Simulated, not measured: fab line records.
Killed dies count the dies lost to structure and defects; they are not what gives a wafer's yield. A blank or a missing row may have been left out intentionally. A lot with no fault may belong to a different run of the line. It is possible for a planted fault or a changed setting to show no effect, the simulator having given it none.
Tool commonality check    flow sky130    Sampled: 11 lots, 33 wafers

WHY THIS WAS OPENED
SKY_CONTACT_THK_MEAS_01, reading CONTACT_CVD_00_THK: flagged on 3 of 11 lots. Wafers without a fault read 75.1 nm, standard deviation 0.99.
Rule: a lot gets a flag if all its wafers with a number sit over 4 standard deviations from that mean, or if no wafer of it has a number. The other lots count as sound.

lot   measured      on             CONTACT_CVD_00_THK (nm), wafer by wafer  flag
L981  day 30 08:18  film-metro-02  73.5 74.6 75.3                           
L986  day 32 02:01  film-metro-02  76.8 76.1 74.7                           
L987  day 32 11:18  film-metro-03  74.6 74.6 73.8                           
L988  day 32 16:59  film-metro-02  74.2 74.4 75.3                           
L989  day 33 08:32  film-metro-01  76.0 75.1 76.7                           
L990  day 33 08:41  film-metro-03  75.8 75.9 77.6                           
L992  day 34 11:26  film-metro-02  148.6 151.1 150.9                        FLAGGED
L994  day 34 20:55  film-metro-02  74.4 75.7 75.3                           
L995  day 34 22:43  film-metro-01  148.7 151.6 150.2                        FLAGGED
L996  day 35 07:49  film-metro-03  149.1 150.9 151.6                        FLAGGED
L998  day 35 19:26  film-metro-01  72.1 75.4 73.9                           
The numbers of the flagged lots are 150.3 nm on average: +75.2 nm against the usual, or +76 standard deviations.

TOOL THAT RAN EACH LOT
Before the reading, the record contains 3 process steps out of a 708-step route. In each cell: the tool, then ch and the chambers that the sampled wafers went through, then the start.
lot   flag     SKY_LI_CONTACT_ETCH_15              SKY_LI_CONTACT_STRIP_16               SKY_CONTACT_CVD_00
L981           rie-diel-01 ch 0,1,2, day 29 02:10  plasma-asher-02 ch 0,1, day 29 02:16  pecvd-01 ch 1,2, day 30 08:15
L986           rie-diel-03 ch 0,3, day 30 20:49    plasma-asher-03 ch 0,1, day 30 20:56  pecvd-01 ch 0,1,2, day 32 01:58
L987           rie-diel-02 ch 0,2,3, day 31 05:58  plasma-asher-02 ch 0,1, day 31 06:04  pecvd-02 ch 0,1,2, day 32 11:16
L988           rie-diel-02 ch 0,2,3, day 31 12:40  plasma-asher-03 ch 0,1, day 31 12:46  pecvd-01 ch 0,2, day 32 16:57
L989           rie-diel-03 ch 0,2,3, day 32 03:19  plasma-asher-01 ch 0,1, day 32 03:25  pecvd-03 ch 0,1, day 33 08:30
L990           rie-diel-01 ch 2,3, day 32 03:40    plasma-asher-03 ch 0,1, day 32 03:47  pecvd-01 ch 0,1,2, day 33 08:37
L992  FLAGGED  rie-diel-01 ch 0,2,3, day 33 07:04  plasma-asher-01 ch 0,1, day 33 07:10  pecvd-01 ch 1,2, day 34 11:00
L994           rie-diel-01 ch 0,2, day 33 16:38    plasma-asher-03 ch 0,1, day 33 16:43  pecvd-03 ch 0,1,2, day 34 20:52
L995  FLAGGED  rie-diel-02 ch 1,2, day 33 17:28    plasma-asher-02 ch 0,1, day 33 17:33  pecvd-01 ch 0,2, day 34 22:00
L996  FLAGGED  rie-diel-02 ch 0,2,3, day 34 03:02  plasma-asher-02 ch 0,1, day 34 03:07  pecvd-03 ch 0,1,2, day 35 07:00
L998           rie-diel-02 ch 0,1,3, day 34 15:43  plasma-asher-01 ch 0,1, day 34 15:48  pecvd-01 ch 0,2, day 35 19:22
What is done by these steps:
- SKY_LI_CONTACT_ETCH_15: etches PSG in C4F8/O2/Ar, stops on Si, target depth 600 nm.
- SKY_LI_CONTACT_STRIP_16: strips in O2/N2.
- SKY_CONTACT_CVD_00: deposits Si3N4, target thk 75 nm.
- SKY_CONTACT_THK_MEAS_01

FLAGGED OVER TOTAL, TOOL BY TOOL (the gauges that took the reading come last)
step                     tool             lots run  flagged  share of the flagged lots  sound lots run after its first flagged lot
SKY_LI_CONTACT_ETCH_15   rie-diel-01      4         1        some                       1 (L994)
SKY_LI_CONTACT_ETCH_15   rie-diel-02      5         2        some                       1 (L998)
SKY_LI_CONTACT_ETCH_15   rie-diel-03      2         0        none                       -
SKY_LI_CONTACT_STRIP_16  plasma-asher-01  3         1        some                       1 (L998)
SKY_LI_CONTACT_STRIP_16  plasma-asher-02  4         2        some                       0
SKY_LI_CONTACT_STRIP_16  plasma-asher-03  4         0        none                       -
SKY_CONTACT_CVD_00       pecvd-01         7         2        some                       1 (L998)
SKY_CONTACT_CVD_00       pecvd-02         1         0        none                       -
SKY_CONTACT_CVD_00       pecvd-03         3         1        some                       0
SKY_CONTACT_THK_MEAS_01  film-metro-01    3         1        some                       1 (L998)
SKY_CONTACT_THK_MEAS_01  film-metro-02    5         1        some                       1 (L994)
SKY_CONTACT_THK_MEAS_01  film-metro-03    3         1        some                       0

THE TABLE: WHAT IT ALLOWS
No row of the table ran every flagged lot.

WHAT WAS PUT IN BY THE SIMULATOR
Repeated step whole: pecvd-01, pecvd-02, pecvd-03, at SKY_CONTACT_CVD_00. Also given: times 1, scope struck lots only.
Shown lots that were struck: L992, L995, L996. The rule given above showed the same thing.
